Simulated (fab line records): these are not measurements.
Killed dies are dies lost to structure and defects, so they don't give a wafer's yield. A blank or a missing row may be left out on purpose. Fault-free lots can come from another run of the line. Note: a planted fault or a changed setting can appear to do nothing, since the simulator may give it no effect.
8D (eight disciplines) problem report, filled in by code / flow sky130 / the parts of the form that need people (team, actions taken, sign-off) are left out

## 1. WHAT WENT WRONG
killed_at_M0_to_M3 at SKY_PAD_OPEN_PROBE_99 reads a mean of 453 on 6 wafers of 2 lots; wafers without a fault read 43 with a standard deviation of 6.5. Relative to the usual mean, that is a shift of +63 standard deviations.
First observed at day 49 14:16: wafer L267.1, on prober-02. The record holds 39 wafers of 13 lots with a number at this step. The rule behind "out" and "out of limits": a value lying over 4 standard deviations away from the usual mean. The other wafers with a number count as sound.

## 2. WHAT IT IS AND WHAT IT IS NOT
question=which readings at this step; is=killed_at_M0_to_M3, defect-limited-yield, killed-dies, killed-on-rim, sort_bin_5_function, sort-n-pass, sort-yield-pct; is not=killed_at_M4_up, killed-at-front-end, killed-at-other, killed-open, killed-short, sort_bin_3_pad_short
question=which lots; is=L267, L268; is not=L254, L255, L256, L258, L259, L261, L262, L263, L264, L265, L266
question=which wafers of those lots; is=all that have a number; is not=-
question=read on which tools; is=prober-01, prober-02; is not=-
question=when; is=from day 49 14:16; is not=up to then (33 sound wafers)

## 3. SUSPECTS, AND WHAT RULES EACH OUT
Counting: a tool at any process step up to the reading remains a suspect when it ran all the lots that are out and ran no sound lot after the first of those.
- plasma-asher-03 at SKY_VIA3_STRIP_16 (strips in O2/N2): kept. It ran every lot that is out, first L267 (day 44 04:01), and no sound lot after that; its last sound lot up to then is L263 (day 43 05:08).
Remaining after the count: plasma-asher-03 at SKY_VIA3_STRIP_16.

## 4. THE CAUSE (what the simulator had put in)
Whole step skipped at SKY_VIA3_STRIP_16 on plasma-asher-03, starting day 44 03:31. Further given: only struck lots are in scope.
The count eliminated every tool but this one.

## 5. THE CHAIN OF EFFECTS, in route order
Each row: a reading whose mean over the struck wafers that have a number lies more than 3 standard deviations from the usual. Only readings whose record carries a usual standard deviation are examined. hours: median over the lots of the time between each lot's start at the first step of this table that gives one and its start at this step. sigmas: the change, counted in usual standard deviations.
hours=0; step=SKY_PAD_OPEN_PROBE_99; reading=defect-limited-yield; usual=82.6 %; on struck wafers=0.0; change=-82.6; sigmas=-49
hours=0; step=SKY_PAD_OPEN_PROBE_99; reading=killed_at_M0_to_M3; usual=43; on struck wafers=453; change=+410; sigmas=+63
hours=0; step=SKY_PAD_OPEN_PROBE_99; reading=killed-dies; usual=85; on struck wafers=492; change=+407; sigmas=+48
hours=0; step=SKY_PAD_OPEN_PROBE_99; reading=killed-on-rim; usual=16; on struck wafers=96; change=+80; sigmas=+24
hours=0; step=SKY_PAD_OPEN_PROBE_99; reading=sort_bin_5_function; usual=10.3 %; on struck wafers=93.2; change=+82.9; sigmas=+59
hours=0; step=SKY_PAD_OPEN_PROBE_99; reading=sort-n-pass; usual=407; on struck wafers=0; change=-407; sigmas=-48
hours=0; step=SKY_PAD_OPEN_PROBE_99; reading=sort-yield-pct; usual=82.6 %; on struck wafers=0.0; change=-82.6; sigmas=-49
Process steps it contains:
- SKY_PAD_OPEN_PROBE_99
Readings that are blank on the struck wafers while sound wafers have them: chamber-pressure-mTorr at SKY_VIA3_STRIP_16; drypump-motor-current-A at SKY_VIA3_STRIP_16; oes-product-au at SKY_VIA3_STRIP_16; strip-time-to-endpoint-s at SKY_VIA3_STRIP_16.

## 6. WHAT WOULD HAVE CAUGHT IT SOONER
In this record no reading fell out of limits until day 49 14:16, 131 hours after the fault had begun at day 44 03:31.
At SKY_VIA3_STRIP_16 the tool's readings are blank on the struck wafers, where sound wafers have them: an empty tool record is the first sign, and it was there at once.
All the lots that are out (2) had begun SKY_VIA3_STRIP_16 on plasma-asher-03 by day 49 14:16. Tool hold at that time: it would have spared none of them.
